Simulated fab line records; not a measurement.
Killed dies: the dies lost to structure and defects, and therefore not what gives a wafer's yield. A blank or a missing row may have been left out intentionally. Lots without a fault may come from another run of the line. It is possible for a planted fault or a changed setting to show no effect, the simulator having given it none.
2 desks looking at one fault ; flow sky130 ; what lay behind the numbers comes last; until then each desk has only its own

## TOOL OWNER'S DESK, pvdSputter-04
The tool's own readings at SKY_LI_CONTACT_SPUTTER_20 (material TiN, target thk 20 nm, time 80 s): means of the sampled wafers that have a number, for each lot that ran on this tool. Marked OUT: a lot whose mean sits more than 4 standard deviations from the usual mean, which makes it out of limits; the brackets give that distance.
Columns: A = throttleValvePct at SKY_LI_CONTACT_SPUTTER_20, usual 29.6 %
lot;first seen here;A
L886;day 31 08:52;29.2
L900;day 35 16:16;29.8
L901;day 35 21:04;30.1
Result from this desk: across the 3 lots, nothing is out of limits.

## FROM THE METROLOGY DESK
Means of the sampled wafers that have a number, per lot and without regard to the tool the lot ran on: this is what the gauges read. Marked OUT: a lot whose mean sits more than 4 standard deviations from the usual mean, which makes it out of limits; the brackets give that distance.
Columns: A = cdNm at SKY_LI_CONTACT_CD_MEAS_12, usual 169.8 nm; B = LI_CONTACT_OVL at SKY_LI_CONTACT_OVL_MEAS_13, usual -5 nm
lot;first seen here;A;B
L881;day 29 19:31;167.9;-8
L886;day 31 08:11;169.7;-1
L890;day 32 15:09;170.3;-5
L893;day 33 08:53;169.6;-7
L900;day 35 15:38;170.5;-9
L901;day 35 20:26;170.1;-6
Result from this desk: across the 6 lots, nothing is out of limits.

## ALL TOGETHER
The desk of the tool owner found nothing out of limits.
From the metrology desk's view, nothing was out of limits.

## WHAT HAD BEEN PUT IN BY THE SIMULATOR
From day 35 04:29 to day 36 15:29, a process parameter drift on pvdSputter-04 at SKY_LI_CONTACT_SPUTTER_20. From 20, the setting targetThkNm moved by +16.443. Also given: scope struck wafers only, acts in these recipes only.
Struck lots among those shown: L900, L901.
